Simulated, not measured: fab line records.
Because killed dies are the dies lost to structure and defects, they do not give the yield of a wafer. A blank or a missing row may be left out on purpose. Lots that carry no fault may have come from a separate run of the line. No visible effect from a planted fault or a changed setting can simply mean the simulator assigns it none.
Matching of chambers / flow sky130 / 4 sister chambers for SKY_METAL3_ETCH_17 on rie diel-04
The step etches SiO2 in C4F8/O2/Ar, stops on TiN, time 3.9 s, target depth 15 nm. 4 wafers are shown with their chamber, then 8 later ones without.

== WAFERS, EACH WITH ITS CHAMBER ==
wafer=L084.1; chamber=0; oes product au (a.u.)=0.755
wafer=L084.3; chamber=2; oes product au (a.u.)=0.756
wafer=L084.4; chamber=3; oes product au (a.u.)=0.763
wafer=L086.1; chamber=1; oes product au (a.u.)=0.754

== WAFERS WITHOUT THEIR CHAMBER ==
wafer=L086.3; oes product au (a.u.)=0.767
wafer=L086.5; oes product au (a.u.)=0.756
wafer=L089.1; oes product au (a.u.)=0.753
wafer=L089.2; oes product au (a.u.)=0.752
wafer=L089.3; oes product au (a.u.)=0.750
wafer=L092.4; oes product au (a.u.)=0.758
wafer=L092.5; oes product au (a.u.)=0.758
wafer=L092.6; oes product au (a.u.)=0.746

== THE CHAMBER EACH PASSED THROUGH ==
wafer=L086.3; from the rows above=can't be placed: 3 or 2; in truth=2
wafer=L086.5; from the rows above=can't be placed: 2 or 0 or 1 or 3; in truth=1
wafer=L089.1; from the rows above=can't be placed: 1 or 0 or 2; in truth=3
wafer=L089.2; from the rows above=can't be placed: 1 or 0 or 2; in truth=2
wafer=L089.3; from the rows above=can't be placed: 1 or 0 or 2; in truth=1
wafer=L092.4; from the rows above=can't be placed: 2 or 0 or 1 or 3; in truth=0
wafer=L092.5; from the rows above=can't be placed: 2 or 0 or 1 or 3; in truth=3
wafer=L092.6; from the rows above=can't be placed: 1 or 0 or 2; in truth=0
Correct placement for 0 of the 8. Not placeable from these rows: 8 (in 7, the candidates include the true chamber). Wrongly placed: 0.
How it was worked out, from the rows above alone: a wafer's distance from a chamber is the root of the sum, over the readings, of the square of ((its reading less the chamber's mean) divided by the reading's scatter). If the next closest chamber is less than 2 further off than the closest, the wafer can't be placed; otherwise it belongs to the closest. For every chamber, the mean is computed from those of its wafers that are shown. The scatter: with one shown wafer a chamber, the root of the mean of the squares of how far each hidden wafer lies from its nearest shown one.
